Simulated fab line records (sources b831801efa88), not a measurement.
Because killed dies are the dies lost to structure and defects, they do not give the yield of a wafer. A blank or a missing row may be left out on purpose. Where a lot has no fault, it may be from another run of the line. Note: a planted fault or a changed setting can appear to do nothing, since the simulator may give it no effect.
Which of the tools did it? -- flow gf180mcu -- Sampling: 6 lots, 18 wafers, 3 of 602 route steps

## WHAT EACH GAUGE READ, for each wafer
GF_DNWELL_TW_MEAS_09.
lot,measured,on,DNWELL_TW
L179,day 3 00:24,film-metro-03,1352 1358 1358
L181,day 3 12:47,film-metro-02,1333 1337 1339
L187,day 4 18:53,film-metro-02,1370 1371 1369
L189,day 5 04:15,film-metro-03,1351 1351 1351
L191,day 5 16:01,film-metro-03,1359 1361 1358
L199,day 7 09:33,film-metro-01,2537 2537 2562

## WHICH TOOL RAN EACH LOT (tool, then ch and the chambers of the sampled wafers, then the start)
lot,GF_STI_ETCH_14,GF_DNWELL_IMPLANT_07
L179,"rie-si-01 ch 0,3, day 2 08:00","implanter-04 ch 0, day 3 00:09"
L181,"rie-si-01 ch 0,1,2, day 2 18:22","implanter-03 ch 0, day 3 12:32"
L187,"rie-si-02 ch 1,2, day 4 00:22","implanter-02 ch 0, day 4 18:38"
L189,"rie-si-01 ch 0,1,3, day 4 09:39","implanter-03 ch 0, day 5 04:00"
L191,"rie-si-01 ch 0,1,2, day 4 20:33","implanter-04 ch 0, day 5 15:46"
L199,"rie-si-01 ch 1,2,3, day 6 13:42","implanter-03 ch 0, day 7 09:18"
- GF_STI_ETCH_14: etches Si in HBr/Cl2/O2, target depth 360 nm, time 102.9 s.
- GF_DNWELL_IMPLANT_07

## THE ANSWER, worked out from the rows above alone
Rule: the lots themselves supply what counts as usual. Put in order of their means at a reading, lots are off if they are a third of the lots or fewer, leave a main group of 4 or more, and stand apart from it by a gap of 3 or more times the standard deviation of the main group's means; of several such gaps the widest counts. The tables above print the reading to a certain number of digits; a main group whose means all agree to those digits is not used. A lot without any number at a reading at which 4 lots or more have one is off too. Where the step has rows for the other lots, those lots are counted as sound.
Off: at GF_DNWELL_TW_MEAS_09 (DNWELL_TW), L199. The main group: mean 1355, standard deviation 11.
If a tool, at a process step before that reading, ran all the lots that are off and no sound lot after the first of them, it fits. The gauges at GF_DNWELL_TW_MEAS_09 are tried like those tools. Can't be told from this: 3 tools fit, rie-si-01 at GF_STI_ETCH_14, implanter-03 at GF_DNWELL_IMPLANT_07, film-metro-01 at GF_DNWELL_TW_MEAS_09.

## WHAT THE SIMULATOR PUT IN
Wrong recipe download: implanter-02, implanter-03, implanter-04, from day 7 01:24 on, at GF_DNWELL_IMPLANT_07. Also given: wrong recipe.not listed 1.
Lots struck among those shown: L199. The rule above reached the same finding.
